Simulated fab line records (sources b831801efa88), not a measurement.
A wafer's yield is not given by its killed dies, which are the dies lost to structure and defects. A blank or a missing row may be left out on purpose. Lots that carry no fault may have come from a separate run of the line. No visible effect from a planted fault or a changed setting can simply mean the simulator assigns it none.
8D (eight disciplines) problem report, filled in by code || flow sky130 || the parts of the form that need people (team, actions taken, sign-off) are left out

## 1. WHAT WENT WRONG
Mean NWELL_00_OVL at SKY_NWELL_OVL_MEAS_10: -90.4 nm over 9 wafers in 3 lots; fault-free wafers: 0.2 nm, standard deviation 1.2. Relative to the usual mean, that is a shift of -75 standard deviations.
Earliest sighting: wafer L907.1 on overlay-01 at day 7 11:49. At this step, 39 wafers from 13 lots have a number in the record. The rule behind "out" and "out of limits": a value lying over 4 standard deviations away from the usual mean. All remaining wafers that have a number are taken as sound.

## 2. WHAT IT IS, AND WHAT IT ISN'T
{"question": "which readings at this step", "is": "NWELL_00_OVL", "is not": "-"}
{"question": "which lots", "is": "L907, L909, L912", "is not": "L897, L898, L900, L901, L903, L908, L910, L914, L918, L919"}
{"question": "which wafers of those lots", "is": "all that have a number", "is not": "-"}
{"question": "read on which gauges", "is": "overlay-01, overlay-02", "is not": "-"}
{"question": "when", "is": "from day 7 11:49", "is not": "up to then (15 sound wafers); but 15 sound wafers of L908, L910, L914, L918, L919 came after"}

## 3. SUSPECTS, AND WHAT RULES EACH OUT
Counting: a tool stays on the suspect list if, at a process step up to the reading, it processed all lots that are out and no sound lot following the first of them.
- the gauge at SKY_NWELL_OVL_MEAS_10: ruled out. 2 gauges (overlay-01, overlay-02) read the wafers that are out.
- iline stepper-01 at SKY_NWELL_EXPOSE_07 (exposes mask NWM, target cd 840 nm): kept. It processed each lot that is out, first L907 at day 7 01:49, and no sound lot thereafter; up to then, the last sound lot it processed was L901 at day 5 08:16.
After counting, what remains is iline stepper-01 at SKY_NWELL_EXPOSE_07.

## 4. THE CAUSE (what the simulator had put in)
Scanner matching overlay: iline stepper-01, from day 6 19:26 on, at SKY_NWELL_EXPOSE_07. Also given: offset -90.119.
Counting left only this tool.

## 5. THE CHAIN OF EFFECTS, in route order
Each row: a reading where the mean over the struck wafers with a number is more than 3 standard deviations away from the usual. Scope: only readings with a usual standard deviation given in the record; hours: median across lots of the time from each lot's start at the first step in this table that gives one to its start at this step; sigmas: change in usual standard deviations.
{"hours": 0, "step": "SKY_NWELL_OVL_MEAS_10", "reading": "NWELL_00_OVL", "usual": "0.2 nm", "on struck wafers": -90.4, "change": -90.6, "sigmas": -75}
Later steps that measure or inspect, where all struck wafers having a row at the step show a number for every such reading and not one has moved that far: SKY_SONOS_ONO_THK_MEAS_03, SKY_SONOS_ONO_THK_MEAS_05, SKY_SONOS_ONO_OVL_MEAS_14.

## 6. HOW IT WOULD HAVE BEEN CAUGHT EARLIER
In this record the first reading out of limits at a measuring or inspecting step was taken at day 7 11:49, 16 hours after the fault began at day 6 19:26.
Tool readings at SKY_NWELL_EXPOSE_07 with a usual standard deviation given in the record: none out on any struck wafer, hence no alarm at a limit of 4 standard deviations on them.
Lots out: 3; of these, L912 started SKY_NWELL_EXPOSE_07 on iline stepper-01 after day 7 11:49. Holding the tool at that time would have saved it.
